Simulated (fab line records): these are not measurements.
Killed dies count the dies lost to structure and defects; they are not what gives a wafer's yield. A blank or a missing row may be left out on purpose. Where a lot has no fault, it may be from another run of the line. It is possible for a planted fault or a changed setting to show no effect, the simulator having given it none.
Which tool is to blame?	flow sky130	Sampling: 7 lots, 21 wafers, 2 of 708 route steps

WHAT THE GAUGES SHOWED, per wafer
SKY_NWELL_RS_MEAS_29: the measuring method here is four-point-probe.
lot	measured	on	NWELL_RS (ohm/sq)
L579	day 5 21:37	film metro-02	619.1 619.1 620.9
L588	day 8 03:43	film metro-02	603.4 602.7 603.9
L591	day 8 21:19	film metro-01	621.3 620.2 618.6
L593	day 9 09:12	film metro-02	620.2 621.6 620.2
L595	day 9 22:49	film metro-01	623.0 620.7 623.4
L597	day 10 09:31	film metro-01	621.7 623.4 623.9
L600	day 11 02:48	film metro-03	626.8 626.8 625.6

WHAT TOOL EACH LOT RAN ON (gives the tool, then ch and the chambers of the sampled wafers, and finally the start)
lot	SKY_NWELL_IMPLANT_13
L579	implanter-01 ch 0, day 5 03:10
L588	implanter-01 ch 0, day 7 06:42
L591	implanter-03 ch 0, day 7 23:48
L593	implanter-02 ch 0, day 8 11:04
L595	implanter-03 ch 0, day 9 00:31
L597	implanter-03 ch 0, day 9 10:46
L600	implanter-02 ch 0, day 10 03:21
- SKY_NWELL_IMPLANT_13

THE ANSWER, worked out from the rows above alone
Rule: what is usual is taken from the lots themselves. Put in order of their means at a reading, lots are off if they are a third of the lots or fewer, leave a main group of 4 or more, and stand apart from it by a gap of 3 or more times the standard deviation of the main group's means; of several such gaps the widest counts. A main group whose means are all the same, to the digits that the tables above print for the reading, isn't used. Also off: a lot with no number at a reading for which 4 or more lots have one. All remaining lots with rows at the step are treated as sound.
Off: L588, seen at SKY_NWELL_RS_MEAS_29 (NWELL_RS). The main group: mean 622.0 ohm/sq, standard deviation 2.3.
If a tool, at a process step before that reading, ran all the lots that are off and no sound lot after the first of them, it fits. Gauges at SKY_NWELL_RS_MEAS_29: tried the same way as those tools. One fits: SKY_NWELL_IMPLANT_13 on implanter-01. Its last sound lot is L579 (day 5 03:10), its first lot that is off L588 (day 7 06:42): a fault that began between those two fits.

WHAT WAS PUT IN BY THE SIMULATOR
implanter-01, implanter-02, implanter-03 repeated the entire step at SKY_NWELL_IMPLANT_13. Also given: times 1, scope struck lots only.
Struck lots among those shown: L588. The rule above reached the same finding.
